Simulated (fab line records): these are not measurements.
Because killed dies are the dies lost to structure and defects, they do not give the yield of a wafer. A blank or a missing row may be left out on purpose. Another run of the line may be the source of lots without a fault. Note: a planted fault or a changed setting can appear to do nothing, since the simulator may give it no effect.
Chamber matching + flow gf180mcu + GF_V4_CMP_26 on cmp-01 has 4 sister chambers
The step polishes, stops on SiO2, t overpolish 15 s, target thk 0 nm. 4 wafers are shown with their chamber, then 7 later ones without.

## WAFERS PAIRED WITH THEIR CHAMBERS
| wafer  | chamber | motor-current-A (A) |
|--------|---------|---------------------|
| L397.5 | 2       | 11.4                |
| L400.4 | 0       | 11.9                |
| L402.2 | 1       | 10.8                |
| L402.4 | 3       | 12.5                |

## WAFERS WITHOUT THEIR CHAMBER
| wafer  | motor-current-A (A) |
|--------|---------------------|
| L402.6 | 10.4                |
| L403.1 | 11.1                |
| L403.3 | 10.8                |
| L403.6 | 12.0                |
| L405.1 | 12.5                |
| L405.2 | 10.6                |
| L405.3 | 12.3                |

## THE CHAMBER EACH PASSED THROUGH
| wafer  | from the rows above     | in truth                   |
|--------|-------------------------|----------------------------|
| L402.6 | 1                       | 1                          |
| L403.1 | can't be placed: 1 or 2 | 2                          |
| L403.3 | 1                       | 1                          |
| L403.6 | can't be placed: 0 or 3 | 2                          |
| L405.1 | 3                       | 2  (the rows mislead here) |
| L405.2 | 1                       | 1                          |
| L405.3 | can't be placed: 3 or 0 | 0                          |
3 of 7 placed correctly. Cannot be placed on the basis of these rows: 3; the candidates contain the true chamber in 2. Placed wrongly: 1.
How it was worked out, from the rows above alone: a wafer's distance from a chamber is the root of the sum, over the readings, of the square of ((its reading less the chamber's mean) divided by the reading's scatter). The wafer belongs to the nearest chamber; if the next one is less than 2 further off, it can't be placed. For every chamber, the mean is computed from those of its wafers that are shown. The scatter: root of mean squared gap, hidden wafer to nearest shown wafer, with one shown wafer a chamber.
